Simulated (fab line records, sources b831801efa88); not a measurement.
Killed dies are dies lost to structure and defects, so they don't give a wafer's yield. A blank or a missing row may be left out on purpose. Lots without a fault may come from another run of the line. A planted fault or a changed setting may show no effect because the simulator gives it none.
A struck lot beside a sound one | flow sfq_line | 14 steps out of a route of 325
Sound: wafers L569.1, L569.3, L569.4. Struck: wafers L580.2, L580.4, L580.5. The cause comes at the end.
At each step with rows: each side's tool, then ch and its chambers, then its first start. Under that, the readings that differ: sound wafers | struck wafers | difference of the means | sigmas: that difference in standard deviations of wafers without a fault.
alike: readings whose means differ by less than 2 such deviations, and words and numbers that are the same on both sides. not compared: withheld readings, readings that some wafer has no value for, bounds like >300 that may hide the same value, and numbers for which the record gives no deviation and whose values overlap.
The two part at a step that has a row with sigmas, a row that says differs or no value, or rows on one side only. Numbers that don't overlap but have no deviation are shown without sigmas and don't part them. A reading that every wafer of one side lacks parts them only if that side has two wafers or more.

SFQ_TRILAYER_I3_DEP_PECVD_081: deposits SiO2 from SiH4/N2O, time 111.11 s, target thk 500 nm.
  sound on pecvd-01 ch 0,1,2, day 37 08:58; struck on pecvd-04 ch 0,1, day 40 19:51
  alike: heater_power_w, showerhead_vpp_V, throttle_valve_pct
SFQ_TRILAYER_I3_CMP_CMP_082: polishes SiO2.
  sound on cmp-02 ch 0,1,3, day 37 09:02; struck on cmp-02 ch 0,1, day 40 20:26
  alike: motor_current_A, time_to_endpoint_s
SFQ_I3_BOW_MEAS_922:
  sound on film_metro-02, day 37 12:02; struck on film_metro-01, day 40 22:57
  alike: I3_BOW
SFQ_TRILAYER_I3_METRO_MEASURE_083:
  sound on film_metro-02, day 37 12:09; struck on film_metro-01, day 40 23:15
  alike: thk_nm
then, 6 steps without rows for these wafers: SFQ_TRILAYER_I3_VIA_LITHO_COAT_090 (resist thk 62 nm); SFQ_TRILAYER_I3_VIA_LITHO_COAT_085 (resist thk 650 nm); SFQ_TRILAYER_I3_VIA_LITHO_SOFTBAKE_089; SFQ_TRILAYER_I3_VIA_LITHO_EXPOSE_086 (exposes mask I3, target cd 500 nm); SFQ_TRILAYER_I3_VIA_LITHO_PEB_088 (peb time 60 s); SFQ_TRILAYER_I3_VIA_LITHO_DEVELOP_087 (time 60 s).
-- the record jumps here: 7 days lie between the struck wafers' starts before and after --
SFQ_I3_OVL_MEAS_923:
  sound on overlay-01, day 43 22:49; struck on overlay-02, day 47 15:28
  alike: I3_OVL
SFQ_TRILAYER_I3_VIA_BARC_OPEN_VIA_ETCH_121: etches BARC in O2, target depth 125 nm, time 41.7 s.
  sound on rie_diel-03 ch 1,2,3, day 43 22:52; struck on rie_diel-02 ch 1,3, day 47 15:30
  alike: bias_w, drypump_motor_current_A, oes_product_au
  not compared: rf_hours_counter_h
SFQ_TRILAYER_I3_VIA_ETCH_VIA_ETCH_088: etches SiO2 in CHF3, stops on Nb, target depth 260 nm.
  sound on rie_diel-03 ch 1,2,3, day 43 22:54; struck on rie_diel-02 ch 1,3, day 47 15:32
  reading    | sound             | struck            | difference | sigmas
  bias_w (W) | 80.19 79.79 80.02 | 77.48 77.90 77.64 | -2.33      | -10
  alike: drypump_motor_current_A, oes_product_au
SFQ_TRILAYER_I3_VIA_STRIP_STRIP_089: strips in O2.
  sound on rie_metal-01 ch 0,1, day 43 23:01; struck on rie_metal-01 ch 0,1, day 47 15:40
  alike: drypump_motor_current_A, oes_product_au
  not compared: rf_hours_counter_h

WHERE THEY PART
Only at SFQ_TRILAYER_I3_VIA_ETCH_VIA_ETCH_088, within this record. Later steps at which nothing parts them and some readings are alike: SFQ_TRILAYER_I3_VIA_STRIP_STRIP_089.

WHY: what the simulator had put in
Process parameter drift: rie_diel-02, from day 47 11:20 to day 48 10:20, at SFQ_TRILAYER_I3_VIA_ETCH_VIA_ETCH_088. Setting bias_w, moved by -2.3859, from 80. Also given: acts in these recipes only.
